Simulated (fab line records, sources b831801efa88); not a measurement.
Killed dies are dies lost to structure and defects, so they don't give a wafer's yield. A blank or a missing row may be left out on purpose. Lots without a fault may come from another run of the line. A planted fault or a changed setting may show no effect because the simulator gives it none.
Tool commonality check | flow gf180mcu | 12 lots, 36 wafers sampled

WHY IT WAS OPENED
At GF_M4_RS_MEAS_05 the reading M4_ALCU_RS is flagged on 2 of 12 lots. Wafers without a fault read 0.0697 ohm/sq, standard deviation 0.00072.
Rule: a lot is flagged when every wafer of it that has a number lies more than 4 standard deviations from that mean, or none has a number. The other lots count as sound.

lot  | measured     | on            | M4_ALCU_RS (ohm/sq), wafer by wafer | flag
L455 | day 23 05:16 | film_metro-04 | 0.0692 0.0700 0.0688                |
L456 | day 23 19:36 | film_metro-02 | 0.0695 0.0692 0.0689                |
L457 | day 24 05:45 | film_metro-03 | 0.0692 0.0700 0.0706                |
L458 | day 24 09:00 | film_metro-04 | 0.0706 0.0704 0.0703                |
L459 | day 24 17:54 | film_metro-04 | 0.0706 0.0703 0.0692                |
L461 | day 25 05:44 | film_metro-04 | 0.0702 0.0693 0.0701                |
L462 | day 25 14:32 | film_metro-04 | 0.0691 0.0695 0.0690                |
L465 | day 26 16:19 | film_metro-03 | 0.0692 0.0689 0.0701                |
L466 | day 26 22:16 | film_metro-02 | 0.0690 0.0689 0.0700                |
L472 | day 28 22:40 | film_metro-02 | 0.1622 0.1594 0.1603                | FLAGGED
L475 | day 29 12:57 | film_metro-03 | 0.1789 0.1741 0.1733                | FLAGGED
L476 | day 29 20:22 | film_metro-03 | 0.0699 0.0692 0.0690                |
The numbers of the flagged lots are 0.1680 ohm/sq on average: +0.0983 ohm/sq against the usual, or +99 or more standard deviations.

WHICH TOOL RAN EACH LOT
The record holds 3 process steps before the reading, out of a route of 602 steps. In each cell: the tool, then ch and the chambers that the sampled wafers went through, then the start.
lot  | flag    | GF_V3_CVD_02                    | GF_M4_SPUTTER_01             | GF_M4_SPUTTER_02
L455 |         | pecvd-03 ch 0,1,2, day 22 04:07 | pvd_sputter-01, day 23 05:08 | pvd_sputter-01, day 23 05:10
L456 |         | pecvd-01 ch 1,2, day 22 18:29   | pvd_sputter-01, day 23 19:28 | pvd_sputter-01, day 23 19:29
L457 |         | pecvd-04 ch 0,1,2, day 23 05:11 | pvd_sputter-02, day 24 05:38 | pvd_sputter-02, day 24 05:40
L458 |         | pecvd-01 ch 0,2, day 23 07:56   | pvd_sputter-04, day 24 08:53 | pvd_sputter-04, day 24 08:55
L459 |         | pecvd-03 ch 0,2, day 23 17:59   | pvd_sputter-02, day 24 17:46 | pvd_sputter-02, day 24 17:47
L461 |         | pecvd-04 ch 0,2, day 24 04:59   | pvd_sputter-04, day 25 05:35 | pvd_sputter-04, day 25 05:37
L462 |         | pecvd-04 ch 0,2, day 24 14:54   | pvd_sputter-01, day 25 14:25 | pvd_sputter-01, day 25 14:26
L465 |         | pecvd-01 ch 0,1,2, day 25 17:40 | pvd_sputter-01, day 26 16:08 | pvd_sputter-01, day 26 16:10
L466 |         | pecvd-04 ch 0,1,2, day 25 22:47 | pvd_sputter-01, day 26 22:07 | pvd_sputter-01, day 26 22:08
L472 | FLAGGED | pecvd-01 ch 0,1,2, day 28 01:47 | pvd_sputter-01, day 28 22:31 | pvd_sputter-01, day 28 22:33
L475 | FLAGGED | pecvd-04 ch 0,1,2, day 28 15:53 | pvd_sputter-01, day 29 12:49 | pvd_sputter-01, day 29 12:50
L476 |         | pecvd-01 ch 0,1,2, day 29 00:31 | pvd_sputter-02, day 29 20:14 | pvd_sputter-02, day 29 20:16
What these steps do:
- GF_V3_CVD_02: deposits SiO2 from TEOS, target thk 850 nm, time 94.851 s.
- GF_M4_SPUTTER_01: material TiN, target thk 30 nm, time 25.59 s.
- GF_M4_SPUTTER_02: material AlCu, target thk 450 nm, time 23.9 s.
- GF_M4_RS_MEAS_05: measures by four-point-probe.

FLAGGED OVER TOTAL, TOOL BY TOOL (the gauges that took the reading come last)
step             | tool           | lots run | flagged | share of the flagged lots | sound lots run after its first flagged lot
GF_V3_CVD_02     | pecvd-01       | 5        | 1       | some                      | 1 (L476)
GF_V3_CVD_02     | pecvd-03       | 2        | 0       | none                      | -
GF_V3_CVD_02     | pecvd-04       | 5        | 1       | some                      | 0
GF_M4_SPUTTER_01 | pvd_sputter-01 | 7        | 2       | all                       | 0
GF_M4_SPUTTER_01 | pvd_sputter-02 | 3        | 0       | none                      | -
GF_M4_SPUTTER_01 | pvd_sputter-04 | 2        | 0       | none                      | -
GF_M4_SPUTTER_02 | pvd_sputter-01 | 7        | 2       | all                       | 0
GF_M4_SPUTTER_02 | pvd_sputter-02 | 3        | 0       | none                      | -
GF_M4_SPUTTER_02 | pvd_sputter-04 | 2        | 0       | none                      | -
GF_M4_RS_MEAS_05 | film_metro-02  | 3        | 1       | some                      | 0
GF_M4_RS_MEAS_05 | film_metro-03  | 4        | 1       | some                      | 1 (L476)
GF_M4_RS_MEAS_05 | film_metro-04  | 5        | 0       | none                      | -

WHAT THE TABLE ALLOWS
2 rows of the table ran every flagged lot: pvd_sputter-01 at GF_M4_SPUTTER_01, pvd_sputter-01 at GF_M4_SPUTTER_02.
- pvd_sputter-01 at GF_M4_SPUTTER_01: 2 of its 7 lots flagged. Its last sound lot is L466 (day 26 22:07), its first flagged lot L472 (day 28 22:31): a fault that began between those two fits.
- pvd_sputter-01 at GF_M4_SPUTTER_02: 2 of its 7 lots flagged. Its last sound lot is L466 (day 26 22:08), its first flagged lot L472 (day 28 22:33): a fault that began between those two fits.
One tool is left: pvd_sputter-01 at GF_M4_SPUTTER_01 and GF_M4_SPUTTER_02.

WHAT THE SIMULATOR HAD PUT IN
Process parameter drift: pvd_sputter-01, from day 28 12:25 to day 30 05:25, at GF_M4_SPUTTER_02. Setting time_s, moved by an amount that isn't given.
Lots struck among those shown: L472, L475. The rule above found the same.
